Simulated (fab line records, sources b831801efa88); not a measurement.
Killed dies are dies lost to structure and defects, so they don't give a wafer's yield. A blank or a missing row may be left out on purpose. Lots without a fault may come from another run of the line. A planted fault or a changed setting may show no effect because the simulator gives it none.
A struck lot beside a sound one | flow sky130 | 15 steps out of a route of 708
Sound: wafers L605.1, L605.5, L605.6. Struck: wafers L611.1, L611.2, L611.6. The cause comes at the end.
At each step with rows: each side's tool, then ch and its chambers, then its first start. Under that, the readings that differ: sound wafers | struck wafers | difference of the means | sigmas: that difference in standard deviations of wafers without a fault.
alike: readings whose means differ by less than 2 such deviations, and words and numbers that are the same on both sides. not compared: withheld readings, readings that some wafer has no value for, bounds like >300 that may hide the same value, and numbers for which the record gives no deviation and whose values overlap.
The two part at a step that has a row with sigmas, a row that says differs or no value, or rows on one side only. Numbers that don't overlap but have no deviation are shown without sigmas and don't part them. A reading that every wafer of one side lacks parts them only if that side has two wafers or more.

first, 2 steps without rows for these wafers: SKY_LOCAL_INTERCONNECT_CLEAN_17 (cleans in IPA, time 180 s); SKY_LOCAL_INTERCONNECT_CLEAN_18 (cleans in O3/DIW).
SKY_CONTACT_CVD_00: deposits Si3N4, target thk 75 nm.
  sound on pecvd-02 ch 1,2, day 31 00:04; struck on pecvd-01 ch 1,2, day 33 02:32
  alike: heater_power_w
SKY_CONTACT_THK_MEAS_01:
  sound on film_metro-02, day 31 00:06; struck on film_metro-04, day 33 02:34
  alike: CONTACT_CVD_00_THK
then, 1 step without rows for these wafers: SKY_CONTACT_HDPCVD_02 (deposits SiO2, target thk 565 nm, time 94.2 s).
SKY_CONTACT_THK_MEAS_03:
  sound on film_metro-04, day 31 00:17; struck on film_metro-03, day 33 02:43
  alike: CONTACT_HDPCVD_THK
SKY_CONTACT_CMP_04: polishes SiO2.
  sound on cmp-02 ch 1,2, day 31 00:23; struck on cmp-02 ch 0,1,3, day 33 02:53
  reading                | sound    | struck   | difference | sigmas
  time_to_endpoint_s (s) | 89 94 85 | 77 80 80 | -10        | -2
  alike: head_pressure_psi, motor_current_A
SKY_CONTACT_BOW_MEAS_05:
  sound on film_metro-03, day 31 00:38; struck on film_metro-03, day 33 03:05
  alike: CONTACT_BOW
then, 4 steps without rows for these wafers: SKY_CONTACT_DEHYDRATE_06 (time 60 s); SKY_CONTACT_HMDS_07 (prime time 60 s); SKY_CONTACT_COAT_08 (resist thk 60 nm); SKY_CONTACT_COAT_09 (resist thk 450 nm).
SKY_CONTACT_SOFTBAKE_10: time 90 s.
  sound on litho_track-01 ch 0, day 31 14:00; struck on litho_track-04 ch 0, day 33 16:00
  reading                  | sound               | struck               | difference | sigmas
  heater_power_total_W (W) | 57.27 57.26 57.52   | 59.82 59.94 59.79    | +2.50      | +21
  plate_temp_C (C)         | 99.85 100.01 100.04 | 103.18 103.01 103.15 | +3.15      | +22
then, 1 step without rows for these wafers: SKY_CONTACT_EXPOSE_11 (exposes mask CTM1, target cd 170 nm).
-- the record jumps here: 14 days lie between the struck wafers' starts before and after (it left off in module CONTACT and takes up again in module PAD_OPEN, whose first step shown is number 708 of the route) --
SKY_PAD_OPEN_PROBE_99:
  sound on prober-01, day 46 05:25; struck on prober-02, day 47 18:57
  reading         | sound    | struck   | difference | sigmas
  killed_at_other | 3 1 1    | 0 0 0    | -2         | -3
  killed_short    | 44 35 51 | 24 34 38 | -11        | -2
  alike: killed_at_M0_to_M3, killed_at_M4_up, killed_at_contacts, killed_at_front_end, killed_dies, killed_open

WHERE THEY PART
First at SKY_CONTACT_CMP_04; last, within this record, at SKY_PAD_OPEN_PROBE_99.

WHY: what the simulator had put in
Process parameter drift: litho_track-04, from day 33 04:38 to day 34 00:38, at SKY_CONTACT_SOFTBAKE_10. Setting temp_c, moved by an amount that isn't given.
